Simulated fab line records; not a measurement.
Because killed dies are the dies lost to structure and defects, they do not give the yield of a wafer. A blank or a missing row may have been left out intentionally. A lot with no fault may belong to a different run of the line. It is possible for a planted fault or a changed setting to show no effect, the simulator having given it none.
A lot that was struck, set against a sound lot | flow gf180mcu | 15 steps out of a route of 602
Sound: the wafers L585.1, L585.2, L585.4. Wafers L598.1, L598.4, L598.5 were the ones struck. The cause is given at the end.
Each step with rows lists, per side, the tool, then ch with its chambers, then its first start. Under that, the readings that differ: sound wafers | struck wafers | difference of the means | sigmas: that difference in standard deviations of wafers without a fault.
alike: readings whose means differ by less than 2 such deviations, and words and numbers that are the same on both sides. not compared: withheld readings, readings that some wafer has no value for, bounds like >300 that may hide the same value, and numbers for which the record gives no deviation and whose values overlap.
The two part at a step that has a row with sigmas, a row that says differs or no value, or rows on one side only. Non-overlapping numbers with no deviation appear without sigmas and do not part them. A reading missing from all wafers of one side parts the sides only when that side holds two or more wafers.

first, 2 steps without rows for these wafers: GF_V3_STRIP_19 (strips in post etch residue remover, time 1200 s); GF_V3_CLEAN_20 (cleans in DIW).
GF_V3_SPUTTER_21: material Ti, target thk 15 nm, time 80.02 s.
  sound: pvd_sputter-02 at day 22 11:28; struck: pvd_sputter-02 at day 27 04:23
  alike: cathode_dc_power_W, chamber_pressure_pa, throttle_valve_pct
then, 2 steps without rows for these wafers: GF_V3_SPUTTER_22 (material TiN, target thk 10 nm, time 40 s); GF_V3_CVD_23 (deposits W, target thk 350 nm, time 104.9 s).
GF_V3_RS_MEAS_24: measures by four-point-probe.
  sound: film_metro-03 at day 22 11:41; struck: film_metro-04 at day 27 04:36
  alike: V3_W_RS
GF_V3_THK_MEAS_25: measures by xrf.
  sound: film_metro-03 at day 22 11:48; struck: film_metro-04 at day 27 04:43
  alike: V3_W_THK
GF_V3_CMP_26: polishes, stops on SiO2, t overpolish 15 s, target thk 0 nm.
  sound on cmp-01 ch 1,2,3, day 22 11:52; struck on cmp-02 ch 0,1,2, day 27 04:50
  alike: head_pressure_psi, motor_current_A, overpolish_run_s, time_to_endpoint_s
GF_M4_SPUTTER_00: material Ti, target thk 37.5 nm, time 150 s.
  sound: pvd_sputter-01 at day 22 12:10; struck: pvd_sputter-01 at day 27 05:05
  alike: cathode_dc_power_W, chamber_pressure_pa, throttle_valve_pct
then, 1 step without rows for these wafers: GF_M4_SPUTTER_01 (material TiN, target thk 30 nm, time 25 s).
GF_M4_SPUTTER_02: material AlCu, target thk 450 nm, time 23.9 s.
  sound: pvd_sputter-01 at day 22 12:18; struck: pvd_sputter-01 at day 27 05:13
  alike: cathode_dc_power_W, chamber_pressure_pa, throttle_valve_pct
GF_M4_SPUTTER_03: material Ti, target thk 10 nm, time 6.7 s.
  sound: pvd_sputter-01 at day 22 12:20; struck: pvd_sputter-01 at day 27 05:14
  alike: cathode_dc_power_W, chamber_pressure_pa, throttle_valve_pct
GF_M4_SPUTTER_04: material TiN, target thk 50 nm, time 41.7 s.
  sound: pvd_sputter-01 at day 22 12:21; struck: pvd_sputter-01 at day 27 05:16
  no value came back on the struck wafers for cathode_dc_power_W (W), chamber_pressure_pa (Pa), throttle_valve_pct (%); on the sound wafers cathode_dc_power_W (W) reads 6497.8 6500.0 6499.0
GF_M4_THK_MEAS_06: measures by xrf.
  sound: film_metro-01 at day 22 12:31; struck: film_metro-02 at day 27 05:25
  reading          | sound       | struck      | difference | sigmas
  M4_ALCU_THK (nm) | 456 457 456 | 510 509 519 | +56        | +9
then, 1 step without rows for these wafers: GF_M4_DEHYDRATE_07 (time 60 s).

## WHERE THEY PART
Last at GF_M4_THK_MEAS_06 as far as this record goes, first at GF_M4_SPUTTER_04.

WHY: whatever the simulator had introduced
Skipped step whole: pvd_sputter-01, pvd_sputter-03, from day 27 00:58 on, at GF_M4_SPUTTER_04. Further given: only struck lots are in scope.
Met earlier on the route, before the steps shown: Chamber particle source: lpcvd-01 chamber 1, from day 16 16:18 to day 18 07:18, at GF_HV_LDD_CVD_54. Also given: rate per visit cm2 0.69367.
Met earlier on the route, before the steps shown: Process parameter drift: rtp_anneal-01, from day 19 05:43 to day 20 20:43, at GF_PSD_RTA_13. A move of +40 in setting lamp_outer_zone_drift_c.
